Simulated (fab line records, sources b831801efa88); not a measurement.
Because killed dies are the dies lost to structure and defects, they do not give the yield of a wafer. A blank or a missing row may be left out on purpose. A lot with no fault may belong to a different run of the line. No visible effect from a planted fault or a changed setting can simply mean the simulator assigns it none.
fab line records	flow sky130	part 1 of 2: steps 1 to 25 of 35
record: lots: 5	wafers: 15	last-day: 50
route steps=708 shown FIELD_ISO@18 NWELL@32 DNWELL@35 PWDE@45
lots that met no fault: from a run of the same line without faults
start-h: hours from the record's first day to the start of the lot's first wafer shown	wait-h: hours elapsed since this lot's preceding step	" repeats the value in the row above	L1.1+2: a single row standing in for several wafers	- either no value or no given start	* or withheld: withheld	< > ~ a bound
route shown NAME@n: names a module that has steps shown in the file, with the first one's number in the route	usual: mean and standard deviation over wafers with no fault	same: alike in all rows	chamber/n: place in a boat	sites: per-site readings	_std_site: the values' standard deviation	_edge_site: inner sites' mean taken away from outer sites' mean	radius-mm: for every site, how far away it sits from the centre of the wafer	mask NAME#n: copy n	behind: the most recent tool/chamber to have shaped the wafer	hold: why the lot went on hold/how many hours it stayed there/how the hold came to an end	device: names the non-switching transistor (n, p or np)	end of line: the same wafers' tests at the end of the route	a step with no rows: only its recipe	killed: dies lost to structure and defects at the first sort, not the wafer's yield	map: dies across one wafer; x = killed, . = not, _ = none there
set.NAME: setting as actually run; set.NAME@STEP: the setting as run at that earlier step	model.NAME: the simulator's own value behind a step, which no gauge read
certain route steps with their lots: each step a table, each wafer a row
services: the hour from which a tool's chamber was out of use, counted from the record's first day as start-h (under 0 if before that day), plus the number of hours and why
== steps ==
step: SKY_FIELD_ISO_ETCH_17
recipe: target-depth-a: 3420	mask-material: Si3N4	chemistry: HBr/Cl2/O2	target: Si	taper-deg: 5	icp-w: 600	bias-w: 150	pressure-mtorr: 15	HBr_flow_sccm: 150	Cl2_flow_sccm: 40	O2_flow_sccm: 6	time-s: 97.7
usual: drypump-motor-current-A: 5.7/0.46	oes-product-au: 1.002/0.0098	throttle-valve-pct: 25.656/0.011
lot.wafer	tool	chamber	start-h	wait-h	drypump-motor-current-A	oes-product-au	rf-hours-counter-h	throttle-valve-pct
L081.2	rie-si-02	2	65.46	0.1	5.5	1.002	82	25.662
L081.3	"	0	"	"	6.1	1.010	94	25.652
L081.6	"	1	"	"	6.4	0.999	-	25.658
L082.1	rie-si-02	3	69.77	0.1	6.1	1.013	139	25.652
L082.2	"	0	"	"	6.1	0.993	94	25.664
L082.3	"	1	"	"	6.4	0.997	145	25.666
L088.3	rie-si-01	2	100.51	0.0	5.2	1.006	36	25.658
L088.4	"	0	"	"	5.1	1.008	-	25.657
L088.6	"	3	"	"	5.4	0.994	-	25.655
L089.2	rie-si-02	3	107.76	0.1	6.1	1.005	140	25.650
L089.3	"	0	"	"	6.1	0.991	94	25.663
L089.4	"	2	"	"	5.5	1.003	-	25.654
L094.2	rie-si-01	2	132.42	0.1	5.1	1.007	36	25.661
L094.4	"	0	"	"	5.1	1.005	75	25.645
L094.5	"	0	"	"	5.1	1.003	-	25.668
step: SKY_FIELD_ISO_WET_ETCH_18
recipe: chemistry: H3PO4	target-depth-nm: 25	temp-c: 160	target: Si3N4	time-s: 286
usual: bath-heat-duty-pct: 28/3.2
lot.wafer	tool	chamber	start-h	wait-h	bath-heat-duty-pct
L081.2	wet-bench-04	3	65.53	0.0	30
L081.3	"	3	"	"	32
L081.6	"	3	"	"	30
L082.1	wet-bench-02	0	69.84	0.0	24
L082.2	"	0	"	"	22
L082.3	"	0	"	"	23
L088.3	wet-bench-03	2	100.58	0.0	24
L088.4	"	2	"	"	24
L088.6	"	2	"	"	23
L089.2	wet-bench-04	1	107.83	0.0	27
L089.3	"	1	"	"	30
L089.4	"	1	"	"	28
L094.2	wet-bench-02	0	132.49	0.0	25
L094.4	"	0	"	"	24
L094.5	"	0	"	"	23
step: SKY_FIELD_ISO_CLEAN_19
recipe: chemistry: SC1/SC2	mix: 1:4:20	temp-c: 70	time-s: 150
usual: bath-heat-duty-pct: 13.6/1.4
lot.wafer	tool	chamber	start-h	wait-h	bath-heat-duty-pct
L081.2	wet-bench-03	3	65.62	0.0	14.5
L081.3	"	3	"	"	14.1
L081.6	"	3	"	"	14.1
L082.1	wet-bench-03	2	70.02	0.0	12.6
L082.2	"	2	"	"	12.4
L082.3	"	2	"	"	13.5
L088.3	wet-bench-02	1	100.67	0.0	13.2
L088.4	"	1	"	"	11.0
L088.6	"	1	"	"	12.4
L089.2	wet-bench-02	0	107.92	0.0	12.5
L089.3	"	0	"	"	11.3
L089.4	"	0	"	"	12.0
L094.2	wet-bench-03	0	132.58	0.0	14.6
L094.4	"	0	"	"	15.4
L094.5	"	0	"	"	12.9
step: SKY_FIELD_ISO_CLEAN_20
recipe: chemistry: dHF	time-s: 20	dilution: 100:1
lot.wafer	tool	chamber	start-h	wait-h
L081.2+3+6	wet-bench-02	0	65.72	0.0
L082.1+2+3	wet-bench-03	0	70.07	0.0
L088.3+4+6	wet-bench-04	1	100.72	0.0
L089.2+3+4	wet-bench-04	2	107.97	0.0
L094.2+4+5	wet-bench-04	2	132.63	0.0
step: SKY_FIELD_ISO_WET_ETCH_21
recipe: chemistry: dHF	dilution: 100:1	target-depth-nm: 20	dry: ipa-marangoni	target: SiO2	temp-c: 25	time-s: 400
usual: bath-heat-duty-pct: 6.4/0.8
lot.wafer	tool	chamber	start-h	wait-h	bath-heat-duty-pct
L081.2	wet-bench-04	2	65.75	0.0	6.0
L081.3	"	2	"	"	5.7
L081.6	"	2	"	"	6.3
L082.1	wet-bench-03	3	70.08	0.0	7.0
L082.2	"	3	"	"	6.9
L082.3	"	3	"	"	6.4
L088.3	wet-bench-03	1	100.74	0.0	5.7
L088.4	"	1	"	"	5.4
L088.6	"	1	"	"	6.3
L089.2	wet-bench-02	0	107.98	0.0	5.6
L089.3	"	0	"	"	5.6
L089.4	"	0	"	"	4.7
L094.2	wet-bench-02	0	132.64	0.0	5.9
L094.4	"	0	"	"	6.4
L094.5	"	0	"	"	4.5
step: SKY_FIELD_ISO_OXIDATION_22
recipe: temp-c: 950	ambient: O2	stabilise-s: 600	purge-s: 300	target-thk-a: 100	ox-time-s: 623
usual: zone-power-top-pct: 35.2/0.55
lot.wafer	tool	chamber	start-h	wait-h	zone-power-top-pct
L081.2	furnace-02	0	66.52	0.6	35.3
L081.3	"	0	"	"	35.8
L081.6	"	0	"	"	34.9
L082.1	furnace-01	0	70.98	0.8	35.0
L082.2	"	0	"	"	35.1
L082.3	"	0	"	"	35.2
L088.3	furnace-02	0	101.24	0.4	35.1
L088.4	"	0	"	"	35.2
L088.6	"	0	"	"	35.7
L089.2	furnace-01	0	108.10	0.0	34.5
L089.3	"	0	"	"	34.7
L089.4	"	0	"	"	35.1
L094.2	furnace-01	0	132.76	0.0	34.7
L094.4	"	0	"	"	34.4
L094.5	"	0	"	"	34.4
step: SKY_FIELD_ISO_THK_MEAS_23
recipe: reads: SiO2_of_FIELD_ISO_OXIDATION_22
usual: FIELD_ISO_OXIDATION_01_THK: 9.95/0.18
lot.wafer	tool	chamber	start-h	wait-h	FIELD_ISO_OXIDATION_01_THK[nm]
L081.2	film-metro-02	-	67.70	0.0	10.00
L081.3	"	-	"	"	10.20
L081.6	"	-	"	"	10.30
L082.1	film-metro-02	-	72.15	0.0	9.96
L082.2	"	-	"	"	10.03
L082.3	"	-	"	"	9.91
L088.3	film-metro-02	-	102.44	0.0	9.83
L088.4	"	-	"	"	9.59
L088.6	"	-	"	"	9.79
L089.2	film-metro-02	-	109.28	0.0	9.78
L089.3	"	-	"	"	9.75
L089.4	"	-	"	"	9.78
L094.2	film-metro-04	-	133.95	0.0	9.98
L094.4	"	-	"	"	9.88
L094.5	"	-	"	"	9.89
step: SKY_FIELD_ISO_CVD_24
recipe: material: SiO2	target-thk-nm: 595	temp-c: 650	sigma-open-frac: 0.3	time-s: 99.2	sih4-flow-sccm: 60	pressure-mtorr: 5.812
lot.wafer	tool	chamber	start-h	wait-h
L081.2+3+6	hdpcvd-02	0,1,1	67.82	0.1
L082.1+2+3	hdpcvd-02	0,2,1	72.21	0.1
L088.3+4+6	hdpcvd-01	0,1,2	102.48	0.0
L089.2+3+4	hdpcvd-02	1,2,2	109.33	0.0
L094.2+4+5	hdpcvd-01	0,1,0	134.00	0.0
step: SKY_FIELD_ISO_THK_MEAS_25
recipe: reads: SiO2_of_FIELD_ISO_CVD_24
usual: FIELD_ISO_CVD_24_THK: 598/7.9
lot.wafer	tool	chamber	start-h	wait-h	FIELD_ISO_CVD_24_THK[nm]
L081.2	film-metro-01	-	67.90	0.0	605
L081.3	"	-	"	"	605
L081.6	"	-	"	"	609
L082.1	film-metro-01	-	72.28	0.0	597
L082.2	"	-	"	"	598
L082.3	"	-	"	"	598
L088.3	film-metro-01	-	102.57	0.1	582
L088.4	"	-	"	"	584
L088.6	"	-	"	"	576
L089.2	film-metro-04	-	109.42	0.0	602
L089.3	"	-	"	"	596
L089.4	"	-	"	"	596
L094.2	film-metro-01	-	134.08	0.0	597
L094.4	"	-	"	"	593
L094.5	"	-	"	"	590
step: SKY_FIELD_ISO_ANNEAL_26
recipe: temp-c: 1000	time-s: 1800	ambient: N2
usual: zone-power-top-pct: 38.5/0.53
lot.wafer	tool	chamber	start-h	wait-h	zone-power-top-pct
L081.2	furnace-01	0	68.23	0.3	37.8
L081.3	"	0	"	"	38.4
L081.6	"	0	"	"	38.0
L082.1	furnace-02	0	72.34	0.1	39.0
L082.2	"	0	"	"	39.2
L082.3	"	0	"	"	38.1
L088.3	furnace-02	0	102.61	0.0	39.1
L088.4	"	0	"	"	39.1
L088.6	"	0	"	"	38.3
L089.2	furnace-02	0	109.47	0.0	38.4
L089.3	"	0	"	"	38.7
L089.4	"	0	"	"	38.6
L094.2	furnace-02	0	134.13	0.0	38.2
L094.4	"	0	"	"	38.4
L094.5	"	0	"	"	39.1
step: SKY_FIELD_ISO_CMP_27
recipe: stop-on: Si3N4	t-overpolish-s: 16	down-force-psi: 4	platen-rpm: 60	target-thk-nm: 457.8	pad-velocity-m-s: 0.94248
usual: motor-current-A: 12.3/1.3	overpolish-run-s: 16.000/0.0089	retaining-ring-pressure-frac: 1.001/0.0047	time-to-endpoint-s: 112/3.6
lot.wafer	tool	chamber	start-h	wait-h	motor-current-A	overpolish-run-s	retaining-ring-pressure-frac	time-to-endpoint-s
L081.2	cmp-01	1	69.73	0.0	14.2	16.017	0.997	119
L081.3	"	3	"	"	13.9	16.002	1.008	115
L081.6	"	1	"	"	13.7	15.995	1.001	119
L082.3	cmp-01	3	73.84	0.0	14.3	16.001	1.000	110
L082.1	"	0	"	"	11.8	15.995	1.006	111
L082.2	"	1	"	"	13.0	16.003	1.000	115
L088.4	cmp-02	3	104.11	0.0	10.5	16.015	0.998	111
L088.3	"	1	"	"	13.1	16.002	0.998	107
L088.6	"	3	"	"	10.3	16.004	0.996	111
L089.3	cmp-02	0	110.97	0.0	11.7	15.996	1.000	114
L089.4	"	1	"	"	12.8	16.005	1.004	111
L089.2	"	3	"	"	10.2	16.004	1.004	116
L094.4	cmp-02	0	135.63	0.0	11.8	15.998	1.003	112
L094.2	"	2	"	"	12.7	16.007	1.003	111
L094.5	"	0	"	"	11.2	16.001	0.996	111
step: SKY_FIELD_ISO_WET_ETCH_28
recipe: chemistry: dHF	target-depth-nm: 23.7	target: SiO2	dilution: 10:1	temp-c: 25	time-s: 47
usual: bath-heat-duty-pct: 6.4/0.8
lot.wafer	tool	chamber	start-h	wait-h	bath-heat-duty-pct
L081.2	wet-bench-02	1	70.03	0.2	5.5
L081.3	"	1	"	"	5.3
L081.6	"	1	"	"	5.5
L082.1	wet-bench-04	1	74.14	0.2	6.1
L082.2	"	1	"	"	6.7
L082.3	"	1	"	"	6.9
L088.3	wet-bench-04	3	104.41	0.1	6.4
L088.4	"	3	"	"	7.3
L088.6	"	3	"	"	6.8
L089.2	wet-bench-03	2	111.27	0.1	5.8
L089.3	"	2	"	"	6.2
L089.4	"	2	"	"	6.3
L094.2	wet-bench-04	1	135.93	0.1	6.9
L094.4	"	1	"	"	7.2
L094.5	"	1	"	"	7.0
step: SKY_FIELD_ISO_WET_ETCH_29
recipe: chemistry: H3PO4	target-depth-nm: 160	target: Si3N4	temp-c: 160	time-s: 1825
usual: bath-heat-duty-pct: 27/3.3
lot.wafer	tool	chamber	start-h	wait-h	bath-heat-duty-pct
L081.2	wet-bench-02	2	70.07	0.0	33
L081.3	"	2	"	"	31
L081.6	"	2	"	"	32
L082.1	wet-bench-02	1	74.17	0.0	23
L082.2	"	1	"	"	24
L082.3	"	1	"	"	24
L088.3	wet-bench-02	0	104.43	0.0	24
L088.4	"	0	"	"	24
L088.6	"	0	"	"	25
L089.2	wet-bench-04	3	111.29	0.0	31
L089.3	"	3	"	"	32
L089.4	"	3	"	"	30
L094.2	wet-bench-03	3	135.95	0.0	28
L094.4	"	3	"	"	29
L094.5	"	3	"	"	31
step: SKY_FIELD_ISO_WET_ETCH_30
recipe: chemistry: dHF	target-depth-nm: 25	target: SiO2	dilution: 10:1	temp-c: 25	time-s: 50
usual: bath-heat-duty-pct: 6.4/0.76
lot.wafer	tool	chamber	start-h	wait-h	bath-heat-duty-pct
L081.2	wet-bench-04	1	71.10	0.0	7.1
L081.3	"	1	"	"	6.7
L081.6	"	1	"	"	7.2
L082.1	wet-bench-03	0	74.68	0.0	7.0
L082.2	"	0	"	"	6.7
L082.3	"	0	"	"	7.0
L088.3	wet-bench-03	3	104.94	0.0	6.5
L088.4	"	3	"	"	6.6
L088.6	"	3	"	"	5.9
L089.2	wet-bench-02	3	111.80	0.0	7.1
L089.3	"	3	"	"	7.8
L089.4	"	3	"	"	5.9
L094.2	wet-bench-02	3	136.46	0.0	7.1
L094.4	"	3	"	"	7.0
L094.5	"	3	"	"	7.1
step: SKY_NWELL_CLEAN_00
recipe: chemistry: SC1/SC2	mix: 1:4:20	temp-c: 70	time-s: 150	dry: n2-spin
usual: bath-heat-duty-pct: 14.0/1.7
lot.wafer	tool	chamber	start-h	wait-h	bath-heat-duty-pct
L081.2	wet-bench-02	1	71.13	0.0	12.9
L081.3	"	1	"	"	12.3
L081.6	"	1	"	"	13.5
L082.1	wet-bench-02	1	74.70	0.0	11.7
L082.2	"	1	"	"	11.9
L082.3	"	1	"	"	11.3
L088.3	wet-bench-04	3	104.97	0.0	15.4
L088.4	"	3	"	"	15.8
L088.6	"	3	"	"	17.2
L089.2	wet-bench-03	2	111.82	0.0	12.2
L089.3	"	2	"	"	12.5
L089.4	"	2	"	"	13.0
L094.2	wet-bench-03	1	136.49	0.0	11.9
L094.4	"	1	"	"	13.9
L094.5	"	1	"	"	11.5
step: SKY_NWELL_OXIDATION_01
recipe: temp-c: 900	ambient: O2	stabilise-s: 600	purge-s: 300	target-thk-a: 100	ox-time-s: 1418
usual: zone-power-top-pct: 32.0/0.38
lot.wafer	tool	chamber	start-h	wait-h	zone-power-top-pct
L081.2	furnace-01	0	72.15	0.9	32.1
L081.3	"	0	"	"	31.3
L081.6	"	0	"	"	31.2
L082.1	furnace-01	0	76.14	1.4	32.6
L082.2	"	0	"	"	31.7
L082.3	"	0	"	"	32.0
L088.3	furnace-02	0	105.02	0.0	32.4
L088.4	"	0	"	"	32.0
L088.6	"	0	"	"	32.1
L089.2	furnace-01	0	112.45	0.6	31.9
L089.3	"	0	"	"	31.6
L089.4	"	0	"	"	31.3
L094.2	furnace-02	0	137.14	0.6	32.4
L094.4	"	0	"	"	32.7
L094.5	"	0	"	"	32.8
step: SKY_NWELL_THK_MEAS_02
recipe: reads: SiO2_of_NWELL_OXIDATION_01
usual: NWELL_OXIDATION_THK: 9.95/0.2
lot.wafer	tool	chamber	start-h	wait-h	NWELL_OXIDATION_THK[nm]
L081.2	film-metro-01	-	73.56	0.0	10.18
L081.3	"	-	"	"	10.20
L081.6	"	-	"	"	10.14
L082.1	film-metro-02	-	77.54	0.0	9.89
L082.2	"	-	"	"	10.05
L082.3	"	-	"	"	10.27
L088.3	film-metro-01	-	106.43	0.0	9.82
L088.4	"	-	"	"	10.00
L088.6	"	-	"	"	9.95
L089.2	film-metro-01	-	113.89	0.0	9.64
L089.3	"	-	"	"	9.69
L089.4	"	-	"	"	9.42
L094.2	film-metro-03	-	138.54	0.0	9.90
L094.4	"	-	"	"	9.85
L094.5	"	-	"	"	9.83
step: SKY_DNWELL_DEHYDRATE_00
recipe: temp-c: 200	time-s: 60
usual: resist-line-temp-C: 23.00/0.12
lot.wafer	tool	chamber	start-h	wait-h	resist-line-temp-C
L081.2	litho-track-03	0	81.12	7.6	23.04
L081.3	"	0	"	"	22.96
L081.6	"	0	"	"	22.90
L082.1	litho-track-01	0	85.86	8.3	23.16
L082.2	"	0	"	"	22.97
L082.3	"	0	"	"	23.02
L088.3	litho-track-01	0	115.26	8.8	23.06
L088.4	"	0	"	"	23.09
L088.6	"	0	"	"	22.99
L089.2	litho-track-02	0	122.13	8.2	23.05
L089.3	"	0	"	"	23.11
L089.4	"	0	"	"	23.06
L094.2	litho-track-02	0	148.43	9.9	23.11
L094.4	"	0	"	"	23.22
L094.5	"	0	"	"	22.98
step: SKY_DNWELL_HMDS_01
recipe: prime-time-s: 60	prime-temp-c: 120
usual: resist-line-temp-C: 22.99/0.11
same: prime-time-s: 60
lot.wafer	tool	chamber	start-h	wait-h	resist-line-temp-C
L081.2	litho-track-03	0	81.27	0.1	22.99
L081.3	"	0	"	"	22.91
L081.6	"	0	"	"	23.12
L082.1	litho-track-01	0	86.01	0.1	23.14
L082.2	"	0	"	"	23.00
L082.3	"	0	"	"	23.14
L088.3	litho-track-01	0	115.41	0.1	22.91
L088.4	"	0	"	"	23.09
L088.6	"	0	"	"	23.00
L089.2	litho-track-02	0	122.28	0.1	23.07
L089.3	"	0	"	"	23.15
L089.4	"	0	"	"	23.06
L094.2	litho-track-02	0	148.58	0.1	23.01
L094.4	"	0	"	"	22.93
L094.5	"	0	"	"	22.73
step: SKY_DNWELL_COAT_02
recipe: spin-rpm: 2000	resist-thk-nm: 3000
usual: resist-line-temp-C: 23.00/0.11	spin-speed-rpm: 1999.8/1.5
lot.wafer	tool	chamber	start-h	wait-h	resist-line-temp-C	spin-speed-rpm
L081.2	litho-track-03	0	81.42	0.1	23.09	2002.5
L081.3	"	0	"	"	22.98	1999.9
L081.6	"	0	"	"	22.83	2000.0
L082.1	litho-track-01	0	86.16	0.1	23.04	1999.8
L082.2	"	0	"	"	22.85	1999.1
L082.3	"	0	"	"	23.20	1999.1
L088.3	litho-track-01	0	115.56	0.1	23.16	2000.4
L088.4	"	0	"	"	23.18	1998.3
L088.6	"	0	"	"	22.98	1998.5
L089.2	litho-track-02	0	122.43	0.1	23.01	1998.2
L089.3	"	0	"	"	23.04	2001.7
L089.4	"	0	"	"	23.05	1999.7
L094.2	litho-track-02	0	148.73	0.1	23.03	1999.3
L094.4	"	0	"	"	22.98	1998.5
L094.5	"	0	"	"	22.99	1999.7
step: SKY_DNWELL_SOFTBAKE_03
recipe: temp-c: 110	time-s: withheld
usual: resist-line-temp-C: 23.01/0.11
lot.wafer	tool	chamber	start-h	wait-h	resist-line-temp-C
L081.2	litho-track-03	0	81.58	0.1	22.87
L081.3	"	0	"	"	23.06
L081.6	"	0	"	"	22.87
L082.1	litho-track-01	0	86.31	0.1	22.95
L082.2	"	0	"	"	23.09
L082.3	"	0	"	"	22.85
L088.3	litho-track-01	0	115.73	0.1	22.79
L088.4	"	0	"	"	22.74
L088.6	"	0	"	"	22.81
L089.2	litho-track-02	0	122.58	0.1	22.84
L089.3	"	0	"	"	22.92
L089.4	"	0	"	"	22.94
L094.2	litho-track-02	0	148.88	0.1	22.86
L094.4	"	0	"	"	22.87
L094.5	"	0	"	"	23.05
step: SKY_DNWELL_EXPOSE_04
recipe: mask-id: DNM	na: 0.57	target-cd-nm: 3000	dose-mj: 222
usual: focus-offset-nm: 0.1/0.48
lot.wafer	tool	chamber	start-h	wait-h	mask	focus-offset-nm
L081.2	iline-stepper-01	0	-	-	DNM#0	0.5
L081.3	"	0	"	"	DNM#0	1.1
L081.6	"	0	"	"	DNM#0	0.8
L082.1	iline-stepper-01	0	-	-	DNM#0	0.4
L082.2	"	0	"	"	DNM#0	0.7
L082.3	"	0	"	"	DNM#0	0.0
L088.3	iline-stepper-02	0	-	-	DNM#0	-0.7
L088.4	"	0	"	"	DNM#0	-0.6
L088.6	"	0	"	"	DNM#0	-0.1
L089.2	iline-stepper-02	0	-	-	DNM#0	0.2
L089.3	"	0	"	"	DNM#0	-0.2
L089.4	"	0	"	"	DNM#0	-0.2
L094.2	iline-stepper-01	0	-	-	DNM#0	-0.1
L094.4	"	0	"	"	DNM#0	-0.2
L094.5	"	0	"	"	DNM#0	0.9
step: SKY_DNWELL_PEB_05
recipe: temp-c: 115	time-s: withheld
usual: resist-line-temp-C: 23.00/0.11
lot.wafer	tool	chamber	start-h	wait-h	resist-line-temp-C
L081.2	litho-track-02	0	-	-	22.90
L081.3	"	0	"	"	22.87
L081.6	"	0	"	"	22.95
L082.1	litho-track-03	0	-	-	22.91
L082.2	"	0	"	"	23.08
L082.3	"	0	"	"	23.10
L088.3	litho-track-01	0	-	-	22.99
L088.4	"	0	"	"	22.89
L088.6	"	0	"	"	22.99
L089.2	litho-track-02	0	-	-	23.05
L089.3	"	0	"	"	23.15
L089.4	"	0	"	"	23.02
L094.2	litho-track-01	0	-	-	23.22
L094.4	"	0	"	"	23.05
L094.5	"	0	"	"	23.23
step: SKY_DNWELL_DEVELOP_06
recipe: wall-angle-deg: 90	developer: TMAH	develop-time-s: 60	dev-temp-c: 23
usual: resist-line-temp-C: 23.00/0.1
same: develop-time-s: 60
lot.wafer	tool	chamber	start-h	wait-h	resist-line-temp-C
L081.2	litho-track-02	0	-	-	23.15
L081.3	"	0	"	"	23.01
L081.6	"	0	"	"	22.92
L082.1	litho-track-03	0	-	-	22.99
L082.2	"	0	"	"	23.02
L082.3	"	0	"	"	23.11
L088.3	litho-track-01	0	-	-	23.11
L088.4	"	0	"	"	23.16
L088.6	"	0	"	"	23.17
L089.2	litho-track-02	0	-	-	23.01
L089.3	"	0	"	"	22.94
L089.4	"	0	"	"	23.13
L094.2	litho-track-01	0	-	-	22.93
L094.4	"	0	"	"	23.09
L094.5	"	0	"	"	22.96
step: SKY_DNWELL_IMPLANT_07
recipe: species: P	energy-kev: withheld	dose-cm2: withheld	tilt-deg: withheld
lot.wafer	tool	chamber	start-h	wait-h
L081.2+3+6	implanter-03	0	90.38	-
L082.1+2+3	implanter-02	0	95.29	-
L088.3+4+6	implanter-03	0	125.06	-
L089.2+3+4	implanter-04	0	131.78	-
L094.2+4+5	implanter-04	0	158.64	-
